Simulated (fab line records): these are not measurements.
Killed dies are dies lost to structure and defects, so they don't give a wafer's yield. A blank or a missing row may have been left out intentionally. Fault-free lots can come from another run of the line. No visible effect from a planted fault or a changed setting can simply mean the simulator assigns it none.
fab line records    flow gf180mcu
record lots=5  wafers=15  last-day=33
route steps=602 shown CONTACT@299
lots that met no fault: from a run of the same line without faults
start-h: hours from the record's opening day to when the first of the lot's shown wafers began    wait-h: how many hours have passed since the lot's step before this one    " the same as in the row above    L1.1+2: a single row standing in for several wafers    - either no value or no given start    * or withheld: withheld    < > ~ a bound
route shown NAME@n: names a module that has steps shown in the file, with the first one's number in the route    usual: the fault-free wafers' mean and standard deviation    same: alike in all rows    chamber/n: place in a boat    sites: readings site by site    _std_site: standard deviation across them    _edge_site: mean of outer sites minus mean of inner sites    radius-mm: how far each site lies from the wafer's centre    mask NAME#n: copy n    behind: the most recent tool/chamber to have shaped the wafer    hold: the reason the lot was held/the length of the hold in hours/how it ended    device: the n, p or np transistor that did not switch    end of line: tests of these same wafers at the route's end    a step with no rows: only its recipe    killed: dies lost to structure and defects at the first sort, not the wafer's yield    map: the dies of a wafer, with x for killed, . for not killed, _ for no die there
set.NAME: setting as actually run; set.NAME@STEP: the setting as run at that earlier step    model.NAME: the simulator's own value behind a step, which no gauge read
certain route steps with their lots: each step a table, each wafer a row
services: the hour from which a tool's chamber was out of use, counted from the record's first day as start-h (under 0 if before that day), plus the number of hours and why
## steps
# step GF_CONTACT_PEB_12
# recipe peb-temp-c=135  peb-time-s=90  resist=KrF
# usual chill-plate-temp-C=23.00/0.1
lot.wafer  tool            chamber  start-h  wait-h  chill-plate-temp-C
L076.2     litho-track-03  0        -        -       23.07
L076.4     "               0        "        "       23.01
L076.5     "               0        "        "       23.00
L078.2     litho-track-01  0        -        -       23.03
L078.5     "               0        "        "       23.01
L078.6     "               0        "        "       22.95
L080.2     litho-track-03  0        -        -       23.09
L080.4     "               0        "        "       23.09
L080.5     "               0        "        "       23.14
L084.1     litho-track-03  0        -        -       23.09
L084.5     "               0        "        "       23.00
L084.6     "               0        "        "       23.10
L092.4     litho-track-04  0        -        -       22.95
L092.5     "               0        "        "       22.90
L092.6     "               0        "        "       22.96
# step GF_CONTACT_DEVELOP_13
# recipe develop-time-s=60  resist=KrF  dev-temp-c=21
# usual chill-plate-temp-C=23.01/0.11
lot.wafer  tool            chamber  start-h  wait-h  chill-plate-temp-C
L076.2     litho-track-03  0        379.47   0.2     22.92
L076.4     "               0        "        "       23.02
L076.5     "               0        "        "       22.93
L078.2     litho-track-01  0        394.89   0.2     23.05
L078.5     "               0        "        "       23.11
L078.6     "               0        "        "       23.00
L080.2     litho-track-03  0        416.17   0.2     23.01
L080.4     "               0        "        "       22.98
L080.5     "               0        "        "       22.90
L084.1     litho-track-03  0        452.99   0.2     23.09
L084.5     "               0        "        "       23.05
L084.6     "               0        "        "       22.99
L092.4     litho-track-04  0        518.64   0.1     23.03
L092.5     "               0        "        "       22.83
L092.6     "               0        "        "       22.83
# step GF_CONTACT_CD_MEAS_14
# recipe target-cd-nm=220
# usual cd-nm=219.9/1.4
lot.wafer  tool       chamber  start-h  wait-h  cd-nm
L076.2     cd-sem-02  -        379.61   0.1     221.9
L076.4     "          -        "        "       221.4
L076.5     "          -        "        "       223.0
L078.2     cd-sem-02  -        395.04   0.1     219.9
L078.5     "          -        "        "       218.6
L078.6     "          -        "        "       218.8
L080.2     cd-sem-02  -        416.31   0.1     219.5
L080.4     "          -        "        "       220.7
L080.5     "          -        "        "       220.1
L084.1     cd-sem-02  -        453.14   0.1     218.7
L084.5     "          -        "        "       218.4
L084.6     "          -        "        "       219.8
L092.4     cd-sem-01  -        518.77   0.1     221.6
L092.5     "          -        "        "       222.3
L092.6     "          -        "        "       221.9
# step GF_CONTACT_OVL_MEAS_15
# usual CONTACT_OVL=-2/4.6
lot.wafer  tool        chamber  start-h  wait-h  CONTACT_OVL[nm]
L076.2     overlay-02  -        379.72   0.1     -2
L076.4     "           -        "        "       -3
L076.5     "           -        "        "       -8
L078.2     overlay-01  -        395.14   0.1     -4
L078.5     "           -        "        "       -6
L078.6     "           -        "        "       -4
L080.2     overlay-02  -        416.42   0.1     -4
L080.4     "           -        "        "       0
L080.5     "           -        "        "       2
L084.1     overlay-02  -        453.26   0.1     5
L084.5     "           -        "        "       2
L084.6     "           -        "        "       -2
L092.4     overlay-02  -        518.85   0.1     4
L092.5     "           -        "        "       0
L092.6     "           -        "        "       2
# step GF_CONTACT_ETCH_16
# recipe chemistry=N2/H2  target-depth-a=withheld  overetch-a=withheld  time-s=withheld  target=BARC  ion-energy-ev=200  source-w=500  bias-w=100  pressure-mtorr=30  n2-flow-sccm=100  h2-flow-sccm=200
# usual drypump-motor-current-A=5.8/0.34  n2-flow-sccm=100.02/0.28  oes-product-au=0.854/0.0048  throttle-valve-pct=13.224/0.0085
lot.wafer  tool         chamber  start-h  wait-h  drypump-motor-current-A  n2-flow-sccm  oes-product-au  throttle-valve-pct
L076.2     rie-diel-01  1        379.75   0.0     6.1                      99.68         0.852           13.216
L076.4     "            2        "        "       5.3                      100.05        0.851           13.216
L076.5     "            2        "        "       5.3                      99.79         0.856           13.236
L078.2     rie-diel-01  0        395.17   0.0     5.5                      99.81         0.853           13.218
L078.5     "            1        "        "       6.1                      100.43        0.860           13.240
L078.6     "            2        "        "       5.3                      100.09        0.859           13.205
L080.2     rie-diel-03  1        416.45   0.0     5.8                      100.24        0.870           13.217
L080.4     "            2        "        "       6.3                      100.18        0.853           13.207
L080.5     "            0        "        "       5.7                      100.00        0.858           13.221
L084.1     rie-diel-03  3        453.30   0.0     5.6                      100.28        0.862           13.216
L084.5     "            3        "        "       5.6                      100.43        0.856           13.237
L084.6     "            0        "        "       5.8                      99.87         0.860           13.225
L092.4     rie-diel-03  2        518.87   0.0     6.3                      100.02        0.854           13.218
L092.5     "            0        "        "       5.7                      99.82         0.853           13.219
L092.6     "            1        "        "       5.8                      100.01        0.853           13.215
# step GF_CONTACT_ETCH_17
# recipe chemistry=C4F8/O2/Ar  mask-material=KrF  target=SiO2  stop-on=CoSi2  source-w=1500  bias-w=1200  pressure-mtorr=40  c4f8-flow-sccm=withheld  O2_flow_sccm=6  Ar_flow_sccm=300  time-s=withheld  target-depth-a=8600
# usual oes-product-au=0.814/0.0055
lot.wafer  tool         chamber  start-h  wait-h  oes-product-au
L076.2     rie-diel-01  1        -        -       0.815
L076.4     "            2        "        "       0.809
L076.5     "            2        "        "       0.809
L078.2     rie-diel-01  0        -        -       0.813
L078.5     "            1        "        "       0.805
L078.6     "            2        "        "       0.815
L080.2     rie-diel-03  1        -        -       0.814
L080.4     "            2        "        "       0.816
L080.5     "            0        "        "       0.818
L084.1     rie-diel-03  3        -        -       0.813
L084.5     "            3        "        "       0.811
L084.6     "            0        "        "       0.803
L092.4     rie-diel-03  2        -        -       0.816
L092.5     "            0        "        "       0.815
L092.6     "            1        "        "       0.815
# step GF_CONTACT_STRIP_18
# recipe chemistry=O2/N2  power-w=1400  pressure-mtorr=1500  platen-temp-c=250  o2-flow-sccm=3000  n2-flow-sccm=300  overash-fraction=0.5
# usual drypump-motor-current-A=5.7/0.53  heater-power-w=321/56  n2-flow-sccm=300.0/0.9  oes-product-au=0.581/0.0048
lot.wafer  tool             chamber  start-h  wait-h  drypump-motor-current-A  heater-power-w  n2-flow-sccm  oes-product-au  rf-hours-counter-h
L076.2     plasma-asher-01  1        379.91   -       4.9                      294             299.6         0.583           73
L076.4     "                0        "        "       5.5                      274             299.9         0.574           -
L076.5     "                1        "        "       4.9                      293             300.1         0.579           -
L078.2     plasma-asher-02  0        395.34   -       6.3                      310             298.8         0.575           28
L078.5     "                1        "        "       5.6                      303             299.1         0.580           -
L078.6     "                0        "        "       6.3                      319             300.3         0.583           -
L080.2     plasma-asher-01  1        416.61   -       4.9                      297             300.1         0.583           76
L080.4     "                0        "        "       5.6                      281             299.8         0.582           -
L080.5     "                1        "        "       4.9                      293             301.0         0.579           -
L084.1     plasma-asher-01  1        453.46   -       4.9                      294             301.1         0.568           2
L084.5     "                1        "        "       4.9                      293             299.8         0.578           -
L084.6     "                0        "        "       5.5                      279             300.5         0.588           -
L092.4     plasma-asher-03  0        519.06   -       6.0                      454             300.0         0.579           -
L092.5     "                0        "        "       6.0                      441             299.3         0.585           -
L092.6     "                1        "        "       6.5                      341             300.4         0.585           -
## services
tool             chamber  start-h  hours  kind
rie-diel-01      -        357.50   15.6   pm
plasma-asher-01  -        397.34   2.8    pm
rie-diel-03      3        405.17   -      clean
rie-diel-03      3        405.17   33.4   scheduled-down
rie-diel-03      3        405.17   33.4   vent-cycle
rie-diel-01      -        414.23   28.1   pm
plasma-asher-01  -        421.25   9.0    pm
plasma-asher-01  0        421.25   9.0    vent-cycle
plasma-asher-01  1        421.25   9.0    vent-cycle
plasma-asher-01  0        430.25   -      clean
plasma-asher-01  1        430.25   -      clean
plasma-asher-02  -        491.69   3.9    repair
rie-diel-01      2        494.70   10.0   repair
## key
fault none
